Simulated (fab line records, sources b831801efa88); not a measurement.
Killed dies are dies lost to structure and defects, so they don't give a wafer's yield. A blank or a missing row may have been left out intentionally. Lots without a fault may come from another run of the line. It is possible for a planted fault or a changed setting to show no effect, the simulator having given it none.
Comparing a struck lot with a sound one ; flow sky130 ; 15 steps out of a route of 708
Sound: these wafers, L538.2, L538.4, L538.5. Wafers L550.2, L550.3, L550.4 were the ones struck. The cause is given at the end.
Order at every step that has rows: each side's tool, ch and its chambers, its first start. Under that, the readings that differ: sound wafers ; struck wafers ; difference of the means ; sigmas: that difference in standard deviations of wafers without a fault.
alike: same words and numbers on both sides, and readings whose means sit less than 2 such deviations apart. not compared: any withheld reading, any reading some wafer has no value for, any bound like >300 that may hide the same value, and any number with overlapping values for which the record gives no deviation.
A row with sigmas, a row that says differs or no value, or rows on one side alone: a step with any of these is where the two part. Numbers that have no deviation but don't overlap get no sigmas and don't part them. A reading that every wafer of one side lacks parts them only if that side has two wafers or more.

first, 1 step without rows for these wafers: SKY_LDD_N_IMPLANT_15.
SKY_LDD_N_STRIP_16: strips in O2/N2.
  sound on plasma_asher-03 ch 0, day 19 06:07; struck on plasma_asher-02 ch 0,1, day 23 17:37
  alike: drypump_motor_current_A, oes_product_au, strip_time_to_endpoint_s
  not compared: rf_hours_counter_h
SKY_LDD_N_TW_MEAS_17:
  sound on film_metro-03, day 19 06:14; struck on film_metro-01, day 23 17:44
reading;sound;struck;difference;sigmas
LDD_N_TW;2551 2546 2539;2605 2606 2606;+60;+2
then, 7 steps without rows for these wafers: SKY_LDD_P_DEHYDRATE_00 (time 60 s); SKY_LDD_P_HMDS_01 (prime time 60 s); SKY_LDD_P_COAT_02 (resist thk 1140 nm); SKY_LDD_P_SOFTBAKE_03 (time 60 s); SKY_LDD_P_EXPOSE_04 (exposes mask PSDM, target cd 380 nm); SKY_LDD_P_PEB_05; SKY_LDD_P_DEVELOP_06 (develop time 60 s).
SKY_LDD_P_CD_MEAS_07 targets a cd of 380 nm.
  sound on cd_sem-01, day 20 12:44; struck on cd_sem-02, day 24 23:47
  alike: cd_nm
SKY_LDD_P_OVL_MEAS_08:
  sound on overlay-01, day 20 12:51; struck on overlay-01, day 24 23:54
  alike: LDD_P_OVL
SKY_LDD_P_IMPLANT_09:
  sound on implanter-01 ch 0, day 20 12:54; struck on implanter-04 ch 0, day 24 23:57
reading;sound;struck;difference;sigmas
beam_energy_keV;25.001 24.993 24.989;25.798 25.788 25.794;+0.799;+99 or more
model.implant.drp_nm (nm);11.41 11.41 11.41;11.66 11.66 11.66;+0.25;
SKY_LDD_P_STRIP_10: strips in O2/N2.
  sound on plasma_asher-03 ch 0,1, day 20 13:02; struck on plasma_asher-04 ch 0,1, day 25 00:05
  alike: drypump_motor_current_A, oes_product_au, strip_time_to_endpoint_s
  not compared: rf_hours_counter_h
following that, these wafers have no rows for 1 step: SKY_PAD_OPEN_PROBE_99.

WHERE THEY PART
Earliest at SKY_LDD_N_TW_MEAS_17; latest, in this record, at SKY_LDD_P_IMPLANT_09. Later steps at which nothing parts them and some readings are alike: SKY_LDD_P_STRIP_10.

WHY: what the simulator had put in
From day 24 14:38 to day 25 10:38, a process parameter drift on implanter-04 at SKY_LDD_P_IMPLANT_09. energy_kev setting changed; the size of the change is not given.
